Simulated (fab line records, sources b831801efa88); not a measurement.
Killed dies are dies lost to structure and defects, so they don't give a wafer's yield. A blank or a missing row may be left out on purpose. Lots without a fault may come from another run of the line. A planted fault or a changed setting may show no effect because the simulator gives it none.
Which tool did it? | flow gf180mcu | 24 lots, 72 wafers sampled, at 4 steps of a route of 602

WHAT THE GAUGES READ, wafer by wafer
GF_HV_LDD_TW_MEAS_11. Usual: HV_LDD_TW 2414, standard deviation 34.
lot  | measured     | on            | HV_LDD_TW      | flag
L074 | day 9 19:41  | film_metro-03 | 2370 2376 2343 |
L075 | day 10 09:42 | film_metro-02 | 2466 2466 2477 |
L076 | day 10 14:20 | film_metro-04 | 2442 2446 2463 |
L077 | day 10 17:47 | film_metro-03 | 2398 2389 2401 |
L078 | day 11 00:34 | film_metro-04 | 2438 2419 2434 |
L079 | day 11 14:37 | film_metro-03 | 2388 2378 2392 |
L080 | day 11 17:17 | film_metro-03 | 2392 2384 2392 |
L081 | day 12 00:16 | film_metro-02 | 2485 2455 2472 |
L082 | day 12 08:23 | film_metro-03 | 2388 2385 2385 |
L083 | day 12 18:11 | film_metro-04 | 2442 2444 2429 |
L084 | day 13 02:04 | film_metro-04 | 2435 2440 2432 |
L085 | day 13 10:26 | film_metro-03 | 2388 2400 2394 |
L086 | day 13 14:05 | film_metro-02 | 2447 2452 2442 |
L087 | day 14 05:34 | film_metro-03 | 2384 2368 2391 |
L088 | day 14 14:29 | film_metro-03 | 2372 2369 2373 |
L089 | day 14 18:12 | film_metro-03 | 2375 2379 2383 |
L090 | day 15 01:50 | film_metro-02 | 2446 2454 2450 |
L091 | day 15 07:44 | film_metro-03 | 2394 2402 2400 |
L092 | day 15 21:16 | film_metro-02 | 2458 2455 2449 |
L093 | day 16 00:56 | film_metro-03 | 2380 2378 2383 |
L094 | day 16 11:19 | film_metro-03 | 2387 2378 2393 |
L095 | day 16 17:01 | film_metro-04 | 2420 2431 2426 |
L096 | day 16 17:49 | film_metro-04 | 2440 2428 2431 |
L097 | day 17 02:05 | film_metro-03 | 2383 2386 2389 |

GF_HV_LDD_OVL_MEAS_20. Usual: HV_LDD_01_OVL -0.8 nm, standard deviation 1.5.
lot  | measured     | on         | HV_LDD_01_OVL (nm) | flag
L074 | day 10 13:47 | overlay-02 | -1.1 0.0 -0.1      |
L075 | day 11 03:48 | overlay-02 | 2.3 -1.2 -0.8      |
L076 | day 11 08:43 | overlay-01 | -0.4 0.8 -0.2      |
L077 | day 11 12:10 | overlay-01 | 1.1 1.7 1.1        |
L078 | day 11 19:15 | overlay-02 | -1.8 -1.8 -0.9     |
L079 | day 12 09:59 | overlay-02 | -1.6 -2.0 -1.9     |
L080 | day 12 13:04 | overlay-02 | -1.8 -4.1 -2.9     |
L081 | day 12 20:01 | overlay-02 | -0.7 -1.7 -0.4     |
L082 | day 13 04:31 | overlay-01 | -0.4 -0.1 -0.3     |
L083 | day 13 14:07 | overlay-01 | -2.3 0.9 -0.5      |
L084 | day 13 22:13 | overlay-02 | 1.1 0.0 0.3        |
L085 | day 14 07:07 | overlay-01 | 0.6 -0.5 0.3       |
L086 | day 14 09:43 | overlay-01 | -2.8 -1.8 -3.6     |
L087 | day 15 02:04 | overlay-02 | -2.6 -1.2 -1.9     |
L088 | day 15 11:20 | overlay-01 | 2.9 1.0 0.6        |
L089 | day 15 16:02 | overlay-02 | -2.6 -1.6 -1.4     |
L090 | day 15 23:00 | overlay-02 | -1.6 -1.9 -2.1     |
L091 | day 16 05:46 | overlay-02 | 0.7 1.8 0.4        |
L092 | day 16 19:49 | overlay-02 | -2.6 -2.1 -2.2     |
L093 | day 17 00:00 | overlay-01 | 1.7 2.1 1.4        |
L094 | day 17 10:06 | overlay-02 | -1.5 -0.6 -1.0     |
L095 | day 17 15:31 | overlay-01 | -1.1 -1.4 -1.1     |
L096 | day 17 16:52 | overlay-01 | -0.1 -0.4 -0.6     |
L097 | day 18 01:27 | overlay-01 | 0.8 0.1 2.2        |

GF_PSD_TW_MEAS_11. Usual: PSD_TW 3201, standard deviation 17.
lot  | measured     | on            | PSD_TW         | flag
L074 | day 13 23:40 | film_metro-04 | 3190 3172 3201 |
L075 | day 14 14:13 | film_metro-01 | 3200 3211 3228 |
L076 | day 14 20:47 | film_metro-02 | 3231 3220 3224 |
L077 | day 15 01:57 | film_metro-04 | 3220 3195 3183 |
L078 | day 15 07:41 | film_metro-01 | 3169 3191 3199 |
L079 | day 16 02:11 | film_metro-04 | 3187 3202 3172 |
L080 | day 16 04:24 | film_metro-02 | 3219 3228 3215 |
L081 | day 16 12:45 | film_metro-02 | 3211 3223 3211 |
L082 | day 16 23:06 | film_metro-02 | 3215 3197 3204 |
L083 | day 17 08:33 | film_metro-02 | 3206 3191 3210 |
L084 | day 17 19:01 | film_metro-04 | 3217 3196 3187 |
L085 | day 18 04:15 | film_metro-02 | 3214 3213 3204 |
L086 | day 18 08:17 | film_metro-02 | 3206 3205 3227 |
L087 | day 19 01:57 | film_metro-01 | 3203 3201 3197 |
L088 | day 19 11:34 | film_metro-01 | 3199 3212 3193 |
L089 | day 19 17:33 | film_metro-01 | 3210 3218 3202 |
L090 | day 20 02:01 | film_metro-01 | 3180 3169 3180 |
L091 | day 20 09:55 | film_metro-01 | 3198 3197 3204 |
L092 | day 20 22:59 | film_metro-04 | 3196 3184 3174 |
L093 | day 21 03:54 | film_metro-02 | 3229 3229 3216 |
L094 | day 21 14:56 | film_metro-02 | 3214 3223 3214 |
L095 | day 21 19:31 | film_metro-01 | 3159 3179 3172 |
L096 | day 21 21:35 | film_metro-01 | 3187 3185 3168 |
L097 | day 22 06:29 | film_metro-04 | 3191 3196 3203 |

WHICH TOOL RAN EACH LOT (tool, then ch and the chambers of the sampled wafers, then the start)
lot  | GF_VT_IMPLANT_STRIP_09
L074 | plasma_asher-03 ch 0,1, day 5 13:19
L075 | plasma_asher-04 ch 0,1, day 5 23:32
L076 | plasma_asher-03 ch 1, day 6 03:16
L077 | plasma_asher-04 ch 0,1, day 6 07:17
L078 | plasma_asher-03 ch 0,1, day 6 12:14
L079 | plasma_asher-04 ch 0,1, day 6 21:55
L080 | plasma_asher-04 ch 0,1, day 7 02:56
L081 | plasma_asher-02 ch 0,1, day 7 07:47
L082 | plasma_asher-04 ch 0,1, day 7 14:17
L083 | plasma_asher-04 ch 0,1, day 7 23:02
L084 | plasma_asher-04 ch 0,1, day 8 05:10
L085 | plasma_asher-02 ch 0,1, day 8 11:11
L086 | plasma_asher-03 ch 0,1, day 8 15:19
L087 | plasma_asher-04 ch 0,1, day 9 05:32
L088 | plasma_asher-02 ch 0,1, day 9 09:35
L089 | plasma_asher-04 ch 0, day 9 14:17
L090 | plasma_asher-04 ch 0,1, day 9 20:05
L091 | plasma_asher-03 ch 0,1, day 10 00:58
L092 | plasma_asher-02 ch 0,1, day 10 13:32
L093 | plasma_asher-04 ch 0,1, day 10 14:08
L094 | plasma_asher-02 ch 0,1, day 11 00:38
L095 | plasma_asher-03 ch 0,1, day 11 03:49
L096 | plasma_asher-02 ch 0,1, day 11 06:07
L097 | plasma_asher-02 ch 0, day 11 12:11
- GF_VT_IMPLANT_STRIP_09: strips in O2/N2.

WHAT THE TOOLS THEMSELVES READ (means of the sampled wafers that have a number; where no wafer has one, the mark that the record gives instead)
GF_VT_IMPLANT_STRIP_09. Usual: drypump_motor_current_A 5.9 A, standard deviation 0.54; heater_power_w 327 W, standard deviation 32; oes_product_au 0.716 a.u., standard deviation 0.0046; strip_time_to_endpoint_s 12.64 s, standard deviation 0.032.
lot  | tool            | drypump_motor_current_A (A) | heater_power_w (W) | oes_product_au (a.u.) | strip_time_to_endpoint_s (s) | flag
L074 | plasma_asher-03 | 5.8                         | 325                | 0.714                 | 12.65                        |
L075 | plasma_asher-04 | 5.8                         | 338                | 0.720                 | 12.62                        |
L076 | plasma_asher-03 | 6.2                         | 351                | 0.716                 | 12.63                        |
L077 | plasma_asher-04 | 5.8                         | 337                | 0.715                 | 12.63                        |
L078 | plasma_asher-03 | 5.5                         | 306                | 0.714                 | 12.65                        |
L079 | plasma_asher-04 | 5.8                         | 334                | 0.716                 | 12.62                        |
L080 | plasma_asher-04 | 6.3                         | 308                | 0.719                 | 12.62                        |
L081 | plasma_asher-02 | 6.1                         | 341                | 0.713                 | 12.64                        |
L082 | plasma_asher-04 | 5.8                         | 335                | 0.716                 | 12.66                        |
L083 | plasma_asher-04 | 6.3                         | 311                | 0.718                 | 12.60                        |
L084 | plasma_asher-04 | 5.8                         | 340                | 0.715                 | 12.64                        |
L085 | plasma_asher-02 | 5.9                         | 329                | 0.712                 | 12.66                        |
L086 | plasma_asher-03 | 5.8                         | 333                | 0.714                 | 12.62                        |
L087 | plasma_asher-04 | 5.8                         | 341                | 0.713                 | 12.61                        |
L088 | plasma_asher-02 | 6.0                         | 335                | 0.715                 | 12.71                        |
L089 | plasma_asher-04 | 6.7                         | 289                | 0.715                 | 12.65                        |
L090 | plasma_asher-04 | 6.3                         | 313                | 0.714                 | 12.63                        |
L091 | plasma_asher-03 | 5.8                         | 328                | 0.716                 | 12.60                        |
L092 | plasma_asher-02 | 6.0                         | 330                | 0.716                 | 12.65                        |
L093 | plasma_asher-04 | 5.8                         | 338                | 0.718                 | 12.67                        |
L094 | plasma_asher-02 | 6.0                         | 326                | 0.717                 | 12.62                        |
L095 | plasma_asher-03 | 5.5                         | 309                | 0.716                 | 12.66                        |
L096 | plasma_asher-02 | 6.0                         | 332                | 0.715                 | 12.61                        |
L097 | plasma_asher-02 | 6.2                         | 358                | 0.716                 | 12.61                        |

THE ANSWER, worked out from the rows above alone
Rule: a lot is off if the mean of its wafers that have a number lies more than 3 standard deviations from the usual mean. A lot without any number at a reading at which 4 lots or more have one is off too. The other lots that the step has rows for count as sound. The gauges are gone through in route order, then the tools' own readings, and for those a lot's mean is taken as printed above. The first step at which some lot is off is used, and at that step the reading that is off furthest; a lot without a number counts as furthest.
No lot is off at any reading shown: from this, nothing can be told.

WHAT THE SIMULATOR HAD PUT IN
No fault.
